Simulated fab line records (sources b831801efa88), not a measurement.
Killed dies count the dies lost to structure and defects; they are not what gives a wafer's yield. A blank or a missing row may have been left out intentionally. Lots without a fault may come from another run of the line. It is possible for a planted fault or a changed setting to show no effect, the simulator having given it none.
fab line records	flow sfqLine
record lots=6	wafers=18	lastDay=95
route steps=325 shown M4@152 I4@163 JJ@178 M5@206
lots that met no fault: from a run of the same line without faults
startH: the number of hours between the record's first day and the start of the first shown wafer of the lot	waitH: time in hours since the lot's previous step	" unchanged from the row above	L1.1+2: several wafers, shown together as one row	- value missing, or start not given	* or withheld: withheld	< > ~ a bound
route shown NAME@n: names a module that has steps shown in the file, with the first one's number in the route	usual: mean/standard deviation of fault-free wafers	same: alike in all rows	chamber/n: place in a boat	sites: the reading at each site	_std_site: the standard deviation of these	_edge_site: mean of outer sites minus mean of inner sites	radiusMm: for every site, how far away it sits from the centre of the wafer	mask NAME#n: copy n	behind: the most recent tool/chamber to have shaped the wafer	hold: why the lot went on hold/how many hours it stayed there/how the hold came to an end	device: the transistor (n, p or np) that didn't switch	end of line: the same wafers' tests at the end of the route	where a step has no rows: the recipe by itself	killed: dies lost to structure and defects at the first sort, not the wafer's yield	map: shows each die of a wafer: x if killed, . if not, _ if none is there
set.NAME: the setting the step ran with; set.NAME@STEP: the setting that earlier step ran with	model.NAME: the simulator's own value behind a step, which no gauge read
lots at selected steps of the route; one table per step, one row per wafer
services: when a tool's chamber went out of use (startH, in hours from the record's first day, below 0 if earlier), for how many hours, and the reason
## steps
# step SFQ_TRILAYER_M4_LITHO_COAT_098
# recipe resist=BARC	spinRpm=3000	resistThkNm=62
# step SFQ_TRILAYER_M4_LITHO_COAT_093
# recipe resist=KrF	spinRpm=3000	resistThkNm=600
# step SFQ_TRILAYER_M4_LITHO_SOFTBAKE_097
# recipe tempC=withheld	timeS=withheld	resist=KrF
# step SFQ_TRILAYER_M4_LITHO_EXPOSE_094
# recipe maskId=M4	na=0.6	sourceShape=conventional	sigmaOuter=0.65	targetCdNm=500	doseMj=14.4
# step SFQ_TRILAYER_M4_LITHO_PEB_096
# recipe pebTempC=115	pebTimeS=60	resist=KrF
# step SFQ_TRILAYER_M4_LITHO_DEVELOP_095
# recipe timeS=60	resist=KrF
# step SFQ_M4_OVL_MEAS_926
# usual M4_OVL=0/6
lot.wafer	tool	chamber	startH	waitH	M4_OVL[nm]
L871.2	overlay-01	-	1274.05	0.1	2
L871.3	"	-	"	"	-2
L871.6	"	-	"	"	1
L873.2	overlay-01	-	1305.38	0.1	1
L873.3	"	-	"	"	0
L873.5	"	-	"	"	-2
L874.2	overlay-02	-	1310.18	0.1	-3
L874.4	"	-	"	"	-4
L874.6	"	-	"	"	-7
L886.2	overlay-01	-	1437.42	0.1	6
L886.3	"	-	"	"	4
L886.6	"	-	"	"	1
L889.1	overlay-02	-	1455.42	0.1	-8
L889.3	"	-	"	"	-7
L889.5	"	-	"	"	-8
L894.1	overlay-01	-	1484.34	0.1	3
L894.3	"	-	"	"	4
L894.6	"	-	"	"	6
# step SFQ_TRILAYER_M4_BARC_OPEN_METAL_ETCH_123
# recipe maskMaterial=PR	chemistry=O2	targetDepthNm=125	target=BARC	icpW=600	biasW=80	pressureMtorr=10	timeS=41.7
# step SFQ_TRILAYER_M4_ETCH_METAL_ETCH_096
# recipe target=Nb	stopOn=SiO2	maskMaterial=PR	chemistry=Cl2/Ar	targetDepthNm=240	icpW=600	biasW=80	pressureMtorr=10	timeS=120
# step SFQ_TRILAYER_M4_STRIP_STRIP_097
# recipe gas=O2	powerW=200	platenTempC=40	overashFraction=0.65	chemistry=O2	pressureMtorr=50
# step SFQ_TRILAYER_M4_STRIP_SOLV_CLEAN_098
# recipe chemistry=NMP	tempC=70	timeS=600
# step SFQ_TRILAYER_I4_DEP_PECVD_099
# recipe material=SiO2	tempC=150	timeS=111.11	pressureTorr=2.4	rfW=183.3	precursor=SiH4/N2O	targetThkNm=500
# step SFQ_TRILAYER_I4_CMP_CMP_100
# recipe material=SiO2	downForcePsi=3	platenRpm=60	padVelocityMS=0.94248
# usual motorCurrentA=10.2/0.98	timeToEndpointS=218/8.9
lot.wafer	tool	chamber	startH	waitH	motorCurrentA	timeToEndpointS	model.SiO2_of_TRILAYER_I4_DEP_PECVD_099.thkNm
L871.2	cmp-01	0	1275.90	0.0	11.3	207	200.8
L871.3	"	3	1277.40	1.5	10.3	215	201.9
L871.6	"	0	"	"	10.6	215	199.6
L873.3	cmp-01	0	1307.00	0.6	10.6	204	199.2
L873.2	"	1	"	"	10.0	224	179.9
L873.5	"	0	1309.00	2.6	10.8	209	198.9
L874.2	cmp-01	0	1313.50	2.3	10.7	211	201.2
L874.4	"	1	"	"	10.7	243	180.7
L874.6	"	3	1315.00	3.8	9.7	217	200.3
L886.2	cmp-02	2	1444.94	6.3	11.7	209	198.3
L886.3	"	3	"	"	10.3	217	199.1
L886.6	"	1	1446.44	7.8	10.7	232	201.5
L889.3	cmp-02	2	1475.44	19.0	11.9	212	199
L889.1	"	3	"	"	10.7	225	199.9
L889.5	"	1	1476.94	20.4	10.8	239	201.6
L894.1	cmp-01	3	1488.25	2.9	10.6	221	202
L894.3	"	0	"	"	10.5	216	199.4
L894.6	"	2	1489.75	4.3	9.4	214	198.5
# step SFQ_I4_BOW_MEAS_927
# recipe mode=bow
# usual I4_BOW=4/9.1
lot.wafer	tool	chamber	startH	waitH	I4_BOW[um]
L871.2	filmMetro-01	-	1278.92	2.5	5
L871.3	"	-	"	"	-5
L871.6	"	-	"	"	-3
L873.2	filmMetro-04	-	1309.52	1.5	-7
L873.3	"	-	"	"	-4
L873.5	"	-	"	"	-16
L874.2	filmMetro-02	-	1315.52	1.5	10
L874.4	"	-	"	"	13
L874.6	"	-	"	"	1
L886.2	filmMetro-02	-	1447.46	2.0	4
L886.3	"	-	"	"	-11
L886.6	"	-	"	"	6
L889.1	filmMetro-01	-	1477.44	1.0	-1
L889.3	"	-	"	"	-4
L889.5	"	-	"	"	-3
L894.1	filmMetro-04	-	1490.25	1.5	6
L894.3	"	-	"	"	5
L894.6	"	-	"	"	-6
# step SFQ_TRILAYER_I4_METRO_MEASURE_101
# usual thkNm=200.2/1.1
lot.wafer	tool	chamber	startH	waitH	thkNm
L871.2	filmMetro-01	-	1279.22	0.3	200.9
L871.3	"	-	"	"	201.7
L871.6	"	-	"	"	199.6
L873.2	filmMetro-04	-	1309.82	0.3	179.8
L873.3	"	-	"	"	199.1
L873.5	"	-	"	"	199.0
L874.2	filmMetro-02	-	1315.82	0.3	201.3
L874.4	"	-	"	"	180.6
L874.6	"	-	"	"	200.3
L886.2	filmMetro-02	-	1447.76	0.3	198.4
L886.3	"	-	"	"	199.2
L886.6	"	-	"	"	201.5
L889.1	filmMetro-01	-	1477.56	0.1	199.9
L889.3	"	-	"	"	199.1
L889.5	"	-	"	"	201.7
L894.1	filmMetro-04	-	1490.37	0.1	201.9
L894.3	"	-	"	"	199.5
L894.6	"	-	"	"	198.6
# step SFQ_TRILAYER_I4_VIA_LITHO_COAT_108
# recipe resist=BARC	spinRpm=3000	resistThkNm=62
# step SFQ_TRILAYER_I4_VIA_LITHO_COAT_103
# recipe resist=KrF	spinRpm=3000	resistThkNm=650
# step SFQ_TRILAYER_I4_VIA_LITHO_SOFTBAKE_107
# recipe tempC=withheld	timeS=withheld	resist=KrF
# step SFQ_TRILAYER_I4_VIA_LITHO_EXPOSE_104
# recipe maskId=I4	na=0.6	sourceShape=conventional	sigmaOuter=0.65	targetCdNm=700	doseMj=21.3
# step SFQ_TRILAYER_I4_VIA_LITHO_PEB_106
# recipe pebTempC=115	pebTimeS=60	resist=KrF
# step SFQ_TRILAYER_I4_VIA_LITHO_DEVELOP_105
# recipe timeS=60	resist=KrF
# step SFQ_I4_OVL_MEAS_928
# usual I4_OVL=3/5.7
lot.wafer	tool	chamber	startH	waitH	I4_OVL[nm]
L871.2	overlay-01	-	1407.30	0.1	2
L871.3	"	-	"	"	5
L871.6	"	-	"	"	0
L873.2	overlay-02	-	1431.30	0.1	4
L873.3	"	-	"	"	3
L873.5	"	-	"	"	0
L874.2	overlay-01	-	1436.22	0.1	11
L874.4	"	-	"	"	10
L874.6	"	-	"	"	7
L886.2	overlay-01	-	1554.20	0.1	-2
L886.3	"	-	"	"	0
L886.6	"	-	"	"	-1
L889.1	overlay-01	-	1574.72	0.1	-1
L889.3	"	-	"	"	-2
L889.5	"	-	"	"	-3
L894.1	overlay-02	-	1591.52	0.1	3
L894.3	"	-	"	"	4
L894.6	"	-	"	"	8
# step SFQ_TRILAYER_I4_VIA_BARC_OPEN_VIA_ETCH_146
# recipe maskMaterial=PR	chemistry=O2	targetDepthNm=125	target=BARC	sourceW=500	biasW=80	pressureMtorr=30	timeS=41.7
# step SFQ_TRILAYER_I4_VIA_ETCH_VIA_ETCH_106
# recipe target=SiO2	stopOn=Nb	maskMaterial=PR	taperDeg=20	chemistry=CHF3	targetDepthNm=260	sourceW=500	biasW=80	pressureMtorr=30	timeS=withheld
# usual drypumpMotorCurrentA=5.5/0.35	oesProductAu=0.855/0.0051	rfFwdPowerW=498.0/1.7
lot.wafer	tool	chamber	startH	waitH	drypumpMotorCurrentA	oesProductAu	rfFwdPowerW	model.I4.featureDepthNm	model.etch.depthNm
L871.2	rieDiel-04	2	1407.37	0.0	4.9	0.860	499.4	200.8	200.8
L871.3	"	1	"	"	5.8	0.861	496.2	201.9	201.9
L871.6	"	1	"	"	5.9	0.864	496.8	199.6	199.6
L873.2	rieDiel-04	1	1431.37	0.0	5.9	0.807	497.5	179.9	179.9
L873.3	"	3	"	"	5.4	0.848	499.7	199.2	199.2
L873.5	"	0	"	"	5.0	0.846	495.9	198.9	198.9
L874.2	rieDiel-04	2	1436.29	0.0	5.0	0.857	496.9	201.2	201.2
L874.4	"	1	"	"	5.9	0.808	498.4	180.7	180.7
L874.6	"	3	"	"	5.4	0.855	497.6	200.3	200.3
L886.2	rieDiel-04	2	1554.27	0.0	4.9	0.849	498.6	198.3	198.3
L886.3	"	3	"	"	5.5	0.845	498.1	199.1	199.1
L886.6	"	2	"	"	4.9	0.855	499.9	201.5	201.5
L889.1	rieDiel-01	0	1574.79	0.0	5.6	0.856	499.0	199.9	199.9
L889.3	"	3	"	"	5.6	0.853	497.9	199	199
L889.5	"	1	"	"	5.3	0.861	501.1	201.6	201.6
L894.1	rieDiel-04	2	1591.59	0.0	4.9	0.860	498.1	202	202
L894.3	"	1	"	"	5.9	0.854	499.8	199.4	199.4
L894.6	"	3	"	"	5.5	0.849	498.1	198.5	198.5
# step SFQ_TRILAYER_I4_VIA_STRIP_STRIP_107
# recipe gas=O2	powerW=200	platenTempC=40	overashFraction=0.65	chemistry=O2	pressureMtorr=50
# usual drypumpMotorCurrentA=5.35/0.16	oesProductAu=1.002/0.0095
lot.wafer	tool	chamber	startH	waitH	drypumpMotorCurrentA	oesProductAu	rfHoursCounterH
L871.2	rieMetal-03	0	1407.48	-	5.48	0.992	42
L871.3	"	0	"	"	5.49	1.006	-
L871.6	"	1	"	"	5.78	1.005	-
L873.2	rieMetal-01	1	1431.48	-	5.37	1.014	119
L873.3	"	0	"	"	5.37	0.998	-
L873.5	"	0	"	"	5.38	0.999	-
L874.2	rieMetal-01	1	1436.41	-	5.38	1.017	120
L874.4	"	1	"	"	5.39	1.004	-
L874.6	"	1	"	"	5.39	1.020	-
L886.2	rieMetal-04	0	1554.38	-	5.29	0.990	22
L886.3	"	1	"	"	5.17	1.004	-
L886.6	"	1	"	"	5.20	1.005	-
L889.1	rieMetal-01	0	1574.91	-	5.37	1.003	69
L889.3	"	0	"	"	5.39	0.999	-
L889.5	"	0	"	"	5.41	0.988	-
L894.1	rieMetal-03	1	1591.71	-	5.78	0.998	34
L894.3	"	1	"	"	5.79	0.999	-
L894.6	"	1	"	"	5.78	1.000	-
# step SFQ_TRILAYER_I4_VIA_STRIP_SOLV_CLEAN_108
# recipe chemistry=NMP	tempC=70	timeS=600
# step SFQ_TRILAYER_JJ_TRILAYER_DEP_PRE_CLEAN_113
# recipe gas=Ar	timeS=22.5	biasV=250
# step SFQ_TRILAYER_JJ_TRILAYER_DEP_SPUTTER_109
# recipe material=Nb	basePressurePa=1.33e-06	chamberPressurePa=0.1333	substrateTempC=20	targetThkNm=150	powerW=2000	timeS=100
# usual chamberPressurePa=0.13328/0.00027	throttleValvePct=30.2/0.99
# same timeS=100
lot.wafer	tool	chamber	startH	waitH	chamberPressurePa	throttleValvePct
L871.2	pvdSputter-03	-	1408.29	0.0	0.13345	30.0
L871.3	"	-	"	"	0.13291	31.2
L871.6	"	-	"	"	0.13328	31.2
L873.2	pvdSputter-04	-	1432.29	0.0	0.13264	29.4
L873.3	"	-	"	"	0.13375	29.6
L873.5	"	-	"	"	0.13305	29.1
L874.2	pvdSputter-05	-	1437.21	0.0	0.1331	31.4
L874.4	"	-	"	"	0.13272	31.5
L874.6	"	-	"	"	0.13339	31.3
L886.2	pvdSputter-04	-	1555.19	0.0	0.13323	29.3
L886.3	"	-	"	"	0.13315	29.4
L886.6	"	-	"	"	0.13302	29.2
L889.1	pvdSputter-04	-	1575.71	0.0	0.13304	29.1
L889.3	"	-	"	"	0.13307	29.4
L889.5	"	-	"	"	0.13341	30.6
L894.1	pvdSputter-03	-	1592.51	0.0	0.13298	29.8
L894.3	"	-	"	"	0.13354	31.0
L894.6	"	-	"	"	0.13342	29.4
# step SFQ_TRILAYER_JJ_TRILAYER_DEP_SPUTTER_110
# recipe material=Al	basePressurePa=1.33e-06	targetThkNm=8	powerW=500	timeS=10	chamberPressurePa=0.4
# usual chamberPressurePa=0.4001/0.00077	throttleValvePct=30.2/1
# same timeS=10
lot.wafer	tool	chamber	startH	waitH	chamberPressurePa	throttleValvePct
L871.2	pvdSputter-03	-	1408.36	0.0	0.3999	30.0
L871.3	"	-	"	"	0.4012	31.0
L871.6	"	-	"	"	0.4005	31.1
L873.2	pvdSputter-04	-	1432.36	0.0	0.4005	29.3
L873.3	"	-	"	"	0.3994	29.3
L873.5	"	-	"	"	0.4003	29.4
L874.2	pvdSputter-05	-	1437.30	0.0	0.3999	31.2
L874.4	"	-	"	"	0.3999	31.4
L874.6	"	-	"	"	0.4011	31.4
L886.2	pvdSputter-04	-	1555.26	0.0	0.3996	29.1
L886.3	"	-	"	"	0.3995	29.8
L886.6	"	-	"	"	0.4003	29.3
L889.1	pvdSputter-04	-	1575.78	0.0	0.3999	29.3
L889.3	"	-	"	"	0.3989	29.0
L889.5	"	-	"	"	0.3999	30.8
L894.1	pvdSputter-03	-	1592.58	0.0	0.4012	29.8
L894.3	"	-	"	"	0.4002	31.2
L894.6	"	-	"	"	0.3995	29.7
# step SFQ_TRILAYER_JJ_TRILAYER_DEP_AL_OXIDATION_111
# recipe pressureMbar=0.014667	oxidationTimeS=600	temperatureK=293
# step SFQ_TRILAYER_JJ_TRILAYER_DEP_SPUTTER_112
# recipe material=Nb	basePressurePa=1.33e-06	chamberPressurePa=0.1333	substrateTempC=20	targetThkNm=170	powerW=2000	timeS=113.3
# step SFQ_JJ_RS_MEAS_929
# recipe thkMeasGauge=four-point-probe	reads=Nb_of_TRILAYER_JJ_TRILAYER_DEP_SPUTTER_112
# usual JJ_NB_RS=1.049/0.012
lot.wafer	tool	chamber	startH	waitH	JJ_NB_RS[ohm/sq]
L871.2	filmMetro-02	-	1409.48	0.1	1.028
L871.3	"	-	"	"	1.030
L871.6	"	-	"	"	1.043
L873.2	filmMetro-03	-	1433.48	0.1	1.049
L873.3	"	-	"	"	1.054
L873.5	"	-	"	"	1.056
L874.2	filmMetro-04	-	1438.56	0.1	1.053
L874.4	"	-	"	"	1.047
L874.6	"	-	"	"	1.049
L886.2	filmMetro-04	-	1556.38	0.1	1.057
L886.3	"	-	"	"	1.050
L886.6	"	-	"	"	1.053
L889.1	filmMetro-03	-	1576.88	0.0	1.062
L889.3	"	-	"	"	1.055
L889.5	"	-	"	"	1.057
L894.1	filmMetro-04	-	1593.68	0.0	1.027
L894.3	"	-	"	"	1.045
L894.6	"	-	"	"	1.034
# step SFQ_TRILAYER_JJ_CE_LITHO_COAT_119
# recipe resist=BARC	spinRpm=3000	resistThkNm=62
# step SFQ_TRILAYER_JJ_CE_LITHO_COAT_114
# recipe resist=KrF	spinRpm=3000	resistThkNm=600
# step SFQ_TRILAYER_JJ_CE_LITHO_SOFTBAKE_118
# recipe tempC=withheld	timeS=withheld	resist=KrF
# step SFQ_TRILAYER_JJ_CE_LITHO_EXPOSE_115
# recipe maskId=J5	na=0.6	sourceShape=conventional	sigmaOuter=0.65	targetCdNm=700	doseMj=14.4
# step SFQ_TRILAYER_JJ_CE_LITHO_PEB_117
# recipe pebTempC=115	pebTimeS=60	resist=KrF
# step SFQ_TRILAYER_JJ_CE_LITHO_DEVELOP_116
# recipe timeS=60	resist=KrF
# step SFQ_JJ_OVL_MEAS_931
# usual J5_OVL=1/6.1
lot.wafer	tool	chamber	startH	waitH	J5_OVL[nm]
L871.2	overlay-01	-	1411.90	0.1	2
L871.3	"	-	"	"	-6
L871.6	"	-	"	"	2
L873.2	overlay-02	-	1537.27	0.1	4
L873.3	"	-	"	"	-5
L873.5	"	-	"	"	-3
L874.2	overlay-01	-	1543.27	0.1	1
L874.4	"	-	"	"	6
L874.6	"	-	"	"	6
L886.2	overlay-01	-	1666.73	0.1	0
L886.3	"	-	"	"	9
L886.6	"	-	"	"	5
L889.1	overlay-02	-	1688.33	0.1	2
L889.3	"	-	"	"	5
L889.5	"	-	"	"	2
L894.1	overlay-02	-	1702.73	0.1	-7
L894.3	"	-	"	"	-6
L894.6	"	-	"	"	-6
# step SFQ_TRILAYER_JJ_CE_METRO_MEASURE_117
# usual cdNm=700.1/1.2
lot.wafer	tool	chamber	startH	waitH	cdNm
L871.2	cdSem-01	-	1412.13	0.2	698.6
L871.3	"	-	"	"	699.5
L871.6	"	-	"	"	700.6
L873.2	cdSem-01	-	1537.50	0.2	700.0
L873.3	"	-	"	"	699.4
L873.5	"	-	"	"	699.1
L874.2	cdSem-01	-	1543.50	0.2	700.0
L874.4	"	-	"	"	699.4
L874.6	"	-	"	"	699.7
L886.2	cdSem-02	-	1666.96	0.2	702.5
L886.3	"	-	"	"	702.1
L886.6	"	-	"	"	702.1
L889.1	cdSem-01	-	1688.36	0.0	699.0
L889.3	"	-	"	"	700.9
L889.5	"	-	"	"	700.4
L894.1	cdSem-02	-	1702.76	0.0	701.6
L894.3	"	-	"	"	701.0
L894.6	"	-	"	"	700.3
# step SFQ_TRILAYER_JJ_CE_BARC_OPEN_RIE_150
# recipe maskMaterial=PR	chemistry=O2	targetDepthNm=240	target=BARC	icpW=600	biasW=80	pressureMtorr=10	timeS=80
# usual drypumpMotorCurrentA=5.6/0.35	oesProductAu=0.538/0.0044	rfFwdPowerW=595.9/2.7
# same timeS=80
lot.wafer	tool	chamber	startH	waitH	drypumpMotorCurrentA	oesProductAu	rfFwdPowerW	rfHoursCounterH
L871.2	rieMetal-02	1	1413.13	0.8	6.5	0.536	596.9	9
L871.3	"	1	"	"	6.4	0.539	598.3	-
L871.6	"	1	"	"	6.5	0.539	599.0	-
L873.2	rieMetal-01	0	1538.50	0.8	5.4	0.537	596.0	66
L873.3	"	1	"	"	5.4	0.540	594.7	-
L873.5	"	1	"	"	5.3	0.534	592.4	-
L874.2	rieMetal-03	0	1544.50	0.8	5.5	0.540	597.8	56
L874.4	"	0	"	"	5.5	0.540	598.2	-
L874.6	"	0	"	"	5.5	0.544	599.5	-
L886.2	rieMetal-02	0	1667.96	0.8	5.3	0.533	595.4	81
L886.3	"	1	"	"	6.4	0.533	599.4	-
L886.6	"	1	"	"	6.4	0.531	600.9	-
L889.1	rieMetal-03	1	1689.56	1.0	5.8	0.536	592.1	46
L889.3	"	0	"	"	5.5	0.537	595.1	-
L889.5	"	1	"	"	5.8	0.533	590.5	-
L894.1	rieMetal-03	0	1703.96	1.0	5.5	0.537	596.7	75
L894.3	"	1	"	"	5.8	0.535	594.0	-
L894.6	"	1	"	"	5.8	0.529	593.1	-
# step SFQ_TRILAYER_M5_ETCH_METAL_ETCH_126
# recipe target=Nb	stopOn=SiO2	maskMaterial=PR	overEtchFrac=0.15	timeS=203.2	chemistry=Cl2/BCl3	targetDepthNm=265	icpW=600	biasW=80	pressureMtorr=10
# usual drypumpMotorCurrentA=5.5/0.38	oesProductAu=0.729/0.0065	rfFwdPowerW=598.9/1.8
# same timeS=203.2
lot.wafer	tool	chamber	startH	waitH	drypumpMotorCurrentA	oesProductAu	rfFwdPowerW	rfHoursCounterH	model.SiO2_of_TRILAYER_I4_DEP_PECVD_099.thkNm
L871.2	rieMetal-01	0	1417.12	0.0	5.4	0.732	599.0	51	180.9
L871.3	"	1	"	"	5.4	0.740	600.9	-	181.8
L871.6	"	0	"	"	5.4	0.740	598.5	-	179.7
L873.2	rieMetal-04	1	1542.57	0.1	5.2	0.733	596.4	-	160
L873.3	"	1	"	"	5.2	0.728	597.7	-	179.3
L873.5	"	1	"	"	5.2	0.723	597.4	-	179.1
L874.2	rieMetal-04	0	1655.11	0.0	5.3	0.724	598.1	34	181.1
L874.4	"	0	"	"	5.3	0.729	597.5	-	160.7
L874.6	"	0	"	"	5.3	0.730	599.9	-	180.2
L886.2	rieMetal-01	0	1770.27	0.0	5.4	0.733	597.4	91	178.5
L886.3	"	1	"	"	5.4	0.724	597.3	-	179
L886.6	"	0	"	"	5.4	0.729	597.7	-	181.7
L889.1	rieMetal-01	1	1792.35	0.0	5.4	0.729	598.8	41	179.8
L889.3	"	0	"	"	5.4	0.725	597.7	-	179.4
L889.5	"	1	"	"	5.4	0.729	597.1	-	181.5
L894.1	rieMetal-01	0	1807.95	0.0	5.4	0.728	601.9	97	182.4
L894.3	"	1	"	"	5.4	0.730	599.3	-	179.5
L894.6	"	0	"	"	5.4	0.728	602.1	-	179
## services
tool	chamber	startH	hours	kind
rieDiel-04	-	1254.59	2.8	pm
rieMetal-01	-	1283.99	0.2	repair
rieMetal-01	-	1298.96	3.5	repair
rieMetal-03	-	1315.79	14.6	pm
rieMetal-01	-	1327.37	14.6	pm
pvdSputter-04	-	1362.15	16.5	repair
pvdSputter-04	-	1363.16	2.1	repair
rieMetal-03	-	1370.85	2.1	repair
pvdSputter-04	-	1378.56	2.3	repair
rieDiel-04	2	1421.83	13.2	repair
rieDiel-04	1	1427.67	1.9	repair
pvdSputter-04	-	1471.40	2.2	repair
rieMetal-03	0	1479.20	11.8	repair
pvdSputter-04	-	1485.68	1.0	repair
pvdSputter-04	-	1510.94	8.3	repair
rieMetal-01	-	1519.04	4.3	pm
rieDiel-04	1	1606.09	6.3	repair
rieMetal-01	0	1649.79	3.2	repair
rieDiel-04	3	1677.75	22.3	repair
rieDiel-04	0	1684.81	13.6	repair
rieMetal-01	0	1704.13	36.8	repair
pvdSputter-04	-	1736.26	7.4	repair
pvdSputter-04	-	1754.40	1.9	repair
rieMetal-03	-	1758.16	2.8	pm
## key
firstSign step=SFQ_TRILAYER_I4_METRO_MEASURE_101	reading=thkNm	direction=down	sigmas=17	usual=200.2	struck=180.2
effect step=SFQ_TRILAYER_I4_VIA_ETCH_VIA_ETCH_106	reading=oesProductAu	direction=down	sigmas=9.5	usual=0.855	struck=0.807
modelEffect step=SFQ_TRILAYER_I4_CMP_CMP_100	value=SiO2_of_TRILAYER_I4_DEP_PECVD_099.thkNm	without=200.3	struck=180.3
modelEffect step=SFQ_TRILAYER_I4_VIA_ETCH_VIA_ETCH_106	value=I4.featureDepthNm	without=200.3	struck=180.3
modelEffect step=SFQ_TRILAYER_M5_ETCH_METAL_ETCH_126	value=SiO2_of_TRILAYER_I4_DEP_PECVD_099.thkNm	without=180.4	struck=160.4
metAt SFQ_TRILAYER_I4_CMP_CMP_100
struckWafers L873.2,L874.4
fault kind=processParameterDrift	tool=cmp-01	chamber=1	onsetH=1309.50	steps=SFQ_TRILAYER_I4_CMP_CMP_100	channel=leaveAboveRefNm	offset=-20	shape=step	endH=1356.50	actsIn=theseRecipesOnly	stated=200
